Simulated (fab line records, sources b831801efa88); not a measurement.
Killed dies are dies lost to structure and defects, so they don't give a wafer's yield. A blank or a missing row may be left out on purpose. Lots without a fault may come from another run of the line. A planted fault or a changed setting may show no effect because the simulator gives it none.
fab line records | flow sky130
record lots=7 wafers=21 last_day=50
route steps=708 shown LDD_P@259 LDD_HVN@267 PAD_OPEN@708
lots that met no fault: from a run of the same line without faults
start_h: hours from the record's first day to the start of the lot's first wafer shown | wait_h: hours since the lot's step before | " the same as in the row above | L1.1+2: a row that stands for several wafers | - no value, or no start given | * or withheld: withheld | < > ~ a bound
route shown NAME@n: a module of which the file shows steps, and the number in the route of the first | usual: mean/standard deviation of fault-free wafers | same: alike in all rows | chamber/n: place in a boat | sites: the reading at each site | _std_site: their standard deviation | _edge_site: outer sites' mean less inner sites' | radius_mm: how far each site lies from the wafer's centre | mask NAME#n: copy n | behind: the tool/chamber that last shaped the wafer | hold: why the lot was held/for how many hours/how that ended | device: the transistor (n, p or np) that didn't switch | end of line: the same wafers' tests at the end of the route | a step without rows: its recipe alone | killed: dies lost to structure and defects at the first sort, not the wafer's yield | map: a wafer's dies, x killed, . not, _ none there
set.NAME: the setting as run; set.NAME@STEP: as run at that earlier step | model.NAME: the simulator's own value behind a step, which no gauge read
lots at some steps of the route; a table a step, a row a wafer
services: from which hour (start_h, from the record's first day; less than 0 if before it) a tool's chamber was out of use, for how many hours, and why
## steps
# step SKY_LDD_P_EXPOSE_04
# recipe mask_id=PSDM na=0.6 source_shape=conventional sigma_outer=0.6 polarization=unpolarized target_cd_nm=380 dose_mj=138
# step SKY_LDD_P_PEB_05
# recipe temp_c=withheld time_s=* resist=NOVOLAK
# step SKY_LDD_P_DEVELOP_06
# recipe resist=NOVOLAK developer=TMAH develop_time_s=60 dev_temp_c=22.41
# step SKY_LDD_P_CD_MEAS_07
# recipe target_cd_nm=380
# usual cd_nm=379.6/2.5
# columns lot.wafer tool chamber start_h wait_h cd_nm
L713.2 cd_sem-02 - 484.05 0.3 379.1
L713.4 " - " " 381.5
L713.5 " - " " 381.5
L717.3 cd_sem-02 - 530.76 0.1 378.2
L717.4 " - " " 378.3
L717.6 " - " " 377.7
L719.4 cd_sem-02 - 538.68 0.1 376.2
L719.5 " - " " 377.9
L719.6 " - " " 378.5
L720.2 cd_sem-02 - 545.04 0.1 377.9
L720.3 " - " " 379.4
L720.5 " - " " 377.6
L721.3 cd_sem-01 - 566.27 0.1 373.7
L721.4 " - " " 376.9
L721.5 " - " " 372.9
L724.1 cd_sem-01 - 576.63 0.1 382.6
L724.3 " - " " 384.0
L724.5 " - " " 385.1
L730.1 cd_sem-01 - 628.48 0.1 380.2
L730.3 " - " " 381.6
L730.5 " - " " 378.6
# step SKY_LDD_P_OVL_MEAS_08
# usual LDD_P_OVL=0.6/1.4
# columns lot.wafer tool chamber start_h wait_h LDD_P_OVL[nm]
L713.2 overlay-02 - 484.16 0.1 0.2
L713.4 " - " " 1.3
L713.5 " - " " 0.4
L717.3 overlay-02 - 530.85 0.1 1.2
L717.4 " - " " 0.3
L717.6 " - " " 1.7
L719.4 overlay-02 - 538.75 0.1 -0.4
L719.5 " - " " 1.5
L719.6 " - " " 0.1
L720.2 overlay-02 - 545.14 0.1 -0.7
L720.3 " - " " -0.4
L720.5 " - " " -0.9
L721.3 overlay-01 - 566.36 0.1 1.6
L721.4 " - " " 2.0
L721.5 " - " " 1.6
L724.1 overlay-02 - 576.75 0.1 1.9
L724.3 " - " " -1.0
L724.5 " - " " -0.6
L730.1 overlay-02 - 628.60 0.1 3.2
L730.3 " - " " 2.6
L730.5 " - " " 2.6
# step SKY_LDD_P_IMPLANT_09
# recipe species=BF2 energy_kev=25 dose_cm2=1e+13 tilt_deg=withheld
# step SKY_LDD_P_STRIP_10
# recipe chemistry=O2/N2 power_w=1400 pressure_mtorr=1500 platen_temp_c=withheld o2_flow_sccm=3000 n2_flow_sccm=300 overash_fraction=0.5
# usual drypump_motor_current_A=5.6/0.33 oes_product_au=0.716/0.0045 strip_time_to_endpoint_s=14.17/0.032
# columns lot.wafer tool chamber start_h wait_h drypump_motor_current_A oes_product_au rf_hours_counter_h strip_time_to_endpoint_s
L713.2 plasma_asher-03 0 484.34 0.1 5.7 0.716 36 14.13
L713.4 " 0 " " 5.7 0.716 - 14.17
L713.5 " 1 " " 6.1 0.722 - 14.15
L717.3 plasma_asher-02 1 531.06 0.1 5.9 0.719 - 14.14
L717.4 " 0 " " 5.1 0.715 - 14.14
L717.6 " 0 " " 5.1 0.711 - 14.16
L719.4 plasma_asher-02 1 538.96 0.1 5.9 0.718 - 14.22
L719.5 " 0 " " 5.2 0.713 - 14.17
L719.6 " 1 " " 5.9 0.712 - 14.17
L720.2 plasma_asher-01 1 545.32 0.1 5.2 0.715 12 14.23
L720.3 " 0 " " 5.6 0.711 - 14.19
L720.5 " 1 " " 5.2 0.712 - 14.20
L721.3 plasma_asher-02 0 566.56 0.1 5.1 0.711 - 14.21
L721.4 " 1 " " 5.9 0.719 - 14.19
L721.5 " 0 " " 5.1 0.710 - 14.17
L724.1 plasma_asher-03 1 576.94 0.1 6.1 0.709 45 14.20
L724.3 " 0 " " 5.7 0.718 - 14.22
L724.5 " 0 " " 5.7 0.719 - 14.13
L730.1 plasma_asher-03 1 628.78 0.1 6.1 0.713 50 14.15
L730.3 " 1 " " 6.1 0.729 - 14.20
L730.5 " 1 " " 6.1 0.712 - 14.15
# step SKY_LDD_P_TW_MEAS_11
# usual LDD_P_TW=633/7.4
# columns lot.wafer tool chamber start_h wait_h LDD_P_TW
L713.2 film_metro-03 - 484.45 0.1 628
L713.4 " - " " 624
L713.5 " - " " 627
L717.3 film_metro-02 - 531.14 0.1 650
L717.4 " - " " 642
L717.6 " - " " 647
L719.4 film_metro-03 - 539.05 0.1 620
L719.5 " - " " 624
L719.6 " - " " 625
L720.2 film_metro-01 - 545.43 0.1 630
L720.3 " - " " 631
L720.5 " - " " 631
L721.3 film_metro-02 - 566.65 0.1 644
L721.4 " - " " 643
L721.5 " - " " 645
L724.1 film_metro-03 - 577.04 0.1 627
L724.3 " - " " 626
L724.5 " - " " 631
L730.1 film_metro-01 - 628.88 0.1 633
L730.3 " - " " 636
L730.5 " - " " 632
# step SKY_LDD_HVN_DEHYDRATE_00
# recipe temp_c=200 time_s=60
# step SKY_LDD_HVN_HMDS_01
# recipe prime_time_s=60 prime_temp_c=120
# step SKY_LDD_HVN_COAT_02
# recipe resist=NOVOLAK spin_rpm=3000 resist_thk_nm=300
# step SKY_LDD_HVN_SOFTBAKE_03
# recipe temp_c=90 time_s=60 resist=NOVOLAK
# step SKY_LDD_HVN_EXPOSE_04
# recipe mask_id=HVNTM na=0.6 source_shape=conventional sigma_outer=0.6 polarization=unpolarized target_cd_nm=700 dose_mj=127
# usual focus_offset_nm=0.0/0.52 stage_vel_mm_s=500.01/0.22
# columns lot.wafer tool chamber start_h wait_h mask focus_offset_nm stage_vel_mm_s model.LDD_HVN.overlay_x_nm
L713.2 iline_stepper-02 0 499.69 - HVNTM#0 0.7 500.30 -0.2041
L713.4 " 0 " " HVNTM#0 0.3 499.92 -0.2041
L713.5 " 0 " " HVNTM#0 0.1 500.11 -0.2041
L717.3 iline_stepper-01 0 545.88 - HVNTM#0 -0.2 500.07 -2.422
L717.4 " 0 " " HVNTM#0 -0.8 500.25 -2.422
L717.6 " 0 " " HVNTM#0 -1.1 499.83 -2.422
L719.4 iline_stepper-01 0 554.47 - HVNTM#0 0.0 500.12 -53.4
L719.5 " 0 " " HVNTM#0 0.2 499.85 -53.4
L719.6 " 0 " " HVNTM#0 -0.1 500.20 -53.4
L720.2 iline_stepper-01 0 560.89 - HVNTM#0 0.4 499.92 -54.23
L720.3 " 0 " " HVNTM#0 0.6 499.98 -54.23
L720.5 " 0 " " HVNTM#0 -0.2 499.92 -54.23
L721.3 iline_stepper-02 0 581.62 - HVNTM#0 -0.4 499.88 -0.269
L721.4 " 0 " " HVNTM#0 -0.5 500.13 -0.269
L721.5 " 0 " " HVNTM#0 0.0 500.20 -0.269
L724.1 iline_stepper-01 0 591.99 - HVNTM#0 -0.4 500.17 -50.98
L724.3 " 0 " " HVNTM#0 0.1 500.27 -50.98
L724.5 " 0 " " HVNTM#0 -0.4 500.32 -50.98
L730.1 iline_stepper-02 0 643.36 - HVNTM#0 0.0 500.21 0.6842
L730.3 " 0 " " HVNTM#0 0.3 500.32 0.6842
L730.5 " 0 " " HVNTM#0 0.3 500.00 0.6842
# step SKY_LDD_HVN_PEB_05
# recipe temp_c=withheld time_s=* resist=NOVOLAK
# step SKY_LDD_HVN_DEVELOP_06
# recipe resist=NOVOLAK developer=TMAH develop_time_s=60 dev_temp_c=23
# step SKY_LDD_HVN_OVL_MEAS_07
# usual LDD_HVN_OVL=-0.7/1.3
# columns lot.wafer tool chamber start_h wait_h hold LDD_HVN_OVL[nm]
L713.2 overlay-02 - 514.58 0.1 - -0.2
L713.4 " - " " - 0.0
L713.5 " - " " - 0.2
L717.3 overlay-01 - 560.59 0.1 - -1.5
L717.4 " - " " - -1.5
L717.6 " - " " - -0.5
L719.4 overlay-02 - 568.63 0.1 await_dispo/0.2h/release -53.0
L719.5 " - " " await_dispo/0.2h/release -52.4
L719.6 " - " " await_dispo/0.2h/release -51.4
L719.4 overlay-02 - 568.84 0.2 - -53.4
L719.5 " - " " - -53.7
L719.6 " - " " - -51.9
L720.2 overlay-01 - 574.87 0.1 await_dispo/0.2h/release -55.0
L720.3 " - " " await_dispo/0.2h/release -54.9
L720.5 " - " " await_dispo/0.2h/release -54.9
L720.2 overlay-01 - 575.07 0.2 - -55.4
L720.3 " - " " - -55.7
L720.5 " - " " - -55.4
L721.3 overlay-01 - 596.69 0.1 - -1.4
L721.4 " - " " - -2.3
L721.5 " - " " - -2.3
L724.1 overlay-01 - 606.13 0.1 await_dispo/0.2h/release -51.9
L724.3 " - " " await_dispo/0.2h/release -52.2
L724.5 " - " " await_dispo/0.2h/release -51.9
L724.1 overlay-01 - 606.33 0.2 - -52.3
L724.3 " - " " - -52.2
L724.5 " - " " - -53.0
L730.1 overlay-01 - 657.38 0.1 - -0.3
L730.3 " - " " - -1.0
L730.5 " - " " - -1.7
# step SKY_PAD_OPEN_PROBE_99
# usual killed_at_M0_to_M3=44/7.3 killed_at_M4_up=3.3/1.8 killed_at_contacts=24/5.3 killed_at_front_end=16/5 killed_at_other=0.2/0.51 killed_dies=87/10 killed_open=47/7.5 killed_short=40/6.3
# same gross_dies=492 killed_at_back_side=0
# columns lot.wafer tool chamber start_h wait_h killed_at_M0_to_M3 killed_at_M4_up killed_at_contacts killed_at_front_end killed_at_other killed_dies killed_open killed_short
L713.2 prober-01 - 1119.40 0.1 41 3 21 22 0 87 46 41
L713.4 prober-01 - 1119.50 0.2 34 4 15 8 0 61 37 24
L713.5 prober-01 - 1119.55 0.2 43 7 28 12 0 90 42 48
L724.1 prober-02 - 1176.25 0.1 52 4 23 6 1 86 45 41
L724.3 prober-02 - 1176.35 0.2 42 4 38 8 0 92 54 38
L724.5 prober-02 - 1176.45 0.2 39 4 28 9 0 80 50 30
L730.1 prober-02 - 1200.56 0.1 57 4 24 22 0 107 56 51
L730.3 prober-02 - 1200.66 0.2 56 3 20 15 0 94 46 48
L730.5 prober-02 - 1200.76 0.2 66 4 28 20 0 118 62 56
# killed by level:class
L713.2 VIA1:geometric_particle:open=12 POLY_GATE:geometric_particle:short=8 VIA3:geometric_particle:open=8 METAL2:geometric_particle:short=7 LI_CONTACT:geometric_particle:open=6 CONTACT:geometric_particle:open=6 FIELD_ISO:geometric_particle:open=4 CONTACT:geometric_particle:short=4
L713.4 VIA1:geometric_particle:open=10 VIA3:geometric_particle:open=8 CONTACT:geometric_particle:open=5 METAL2:geometric_particle:short=5 FIELD_ISO:geometric_particle:short=4 LI_CONTACT:geometric_particle:open=4 CONTACT:geometric_particle:short=4 METAL1:geometric_particle:short=3
L713.5 CONTACT:geometric_particle:open=10 LI_CONTACT:geometric_particle:open=7 VIA1:geometric_particle:short=7 METAL1:geometric_particle:short=6 VIA1:geometric_particle:open=6 METAL2:geometric_particle:short=6 VIA2:geometric_particle:open=6 POLY_GATE:geometric_particle:short=5
L724.1 VIA3:geometric_particle:open=10 VIA2:geometric_particle:open=10 METAL1:geometric_particle:short=9 CONTACT:geometric_particle:open=9 METAL3:geometric_particle:short=6 LI_CONTACT:geometric_particle:open=5 CONTACT:geometric_particle:short=5 VIA1:geometric_particle:open=5
L724.3 CONTACT:geometric_particle:open=15 VIA1:geometric_particle:open=11 LI_CONTACT:geometric_particle:open=9 VIA2:geometric_particle:open=6 METAL3:geometric_particle:short=5 LOCAL_INTERCONNECT:geometric_particle:short=5 METAL2:geometric_particle:short=5 CONTACT:geometric_particle:short=4
L724.5 VIA1:geometric_particle:open=12 LI_CONTACT:geometric_particle:open=11 CONTACT:geometric_particle:open=6 VIA2:geometric_particle:open=6 VIA3:geometric_particle:open=5 LOCAL_INTERCONNECT:geometric_particle:short=4 VIA1:geometric_particle:short=4 VIA3:geometric_particle:short=4
L730.1 VIA1:geometric_particle:open=10 VIA2:geometric_particle:open=9 CONTACT:geometric_particle:open=8 VIA1:geometric_particle:short=7 METAL2:geometric_particle:short=7 VIA3:geometric_particle:open=7 FIELD_ISO:geometric_particle:short=6 LI_CONTACT:geometric_particle:open=6
L730.3 VIA1:geometric_particle:open=10 FIELD_ISO:geometric_particle:short=9 VIA1:geometric_particle:short=9 VIA3:geometric_particle:open=9 VIA2:geometric_particle:open=8 CONTACT:geometric_particle:open=7 VIA2:geometric_particle:short=7 METAL2:geometric_particle:short=5
L730.5 VIA1:geometric_particle:open=15 METAL2:geometric_particle:short=13 METAL1:geometric_particle:short=9 VIA2:geometric_particle:open=9 LI_CONTACT:geometric_particle:open=7 CONTACT:geometric_particle:open=7 CONTACT:geometric_particle:short=7 VIA3:geometric_particle:open=6
## services
# columns tool chamber start_h hours kind
plasma_asher-03 - 501.96 0.7 repair
iline_stepper-02 - 515.26 2.1 pm
iline_stepper-02 - 517.34 - consumable_replace:lamp
plasma_asher-01 - 559.42 6.5 repair
iline_stepper-01 - 562.31 1.7 pm
plasma_asher-02 - 636.01 2.1 repair
iline_stepper-02 - 638.20 1.7 pm
## key
first_sign step=SKY_LDD_HVN_OVL_MEAS_07 reading=visit direction=added
effect step=SKY_LDD_HVN_OVL_MEAS_07 reading=LDD_HVN_OVL direction=down sigmas=42 usual=-0.7 struck=-53.1
model_effect step=SKY_LDD_HVN_EXPOSE_04 value=LDD_HVN.overlay_x_nm without=0.6264 struck=-52.87
met_at SKY_LDD_HVN_EXPOSE_04
struck_wafers L719.4,L719.5,L719.6,L720.2,L720.3,L720.5,L724.1,L724.3,L724.5
tester_left_out L719,L720,L724
onset_between 545.88 554.47
fault kind=scanner_matching_overlay tool=iline_stepper-01 chamber=- onset_h=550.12 steps=SKY_LDD_HVN_EXPOSE_04 offset=-53.5
# tester_left_out: of these lots the tester's yield and bins aren't shown, on N5 and GAA mostly nor the transistor test; their killed dies are dies lost to structure and defects alone, not to doping, threshold or leakage, so they don't give the yield
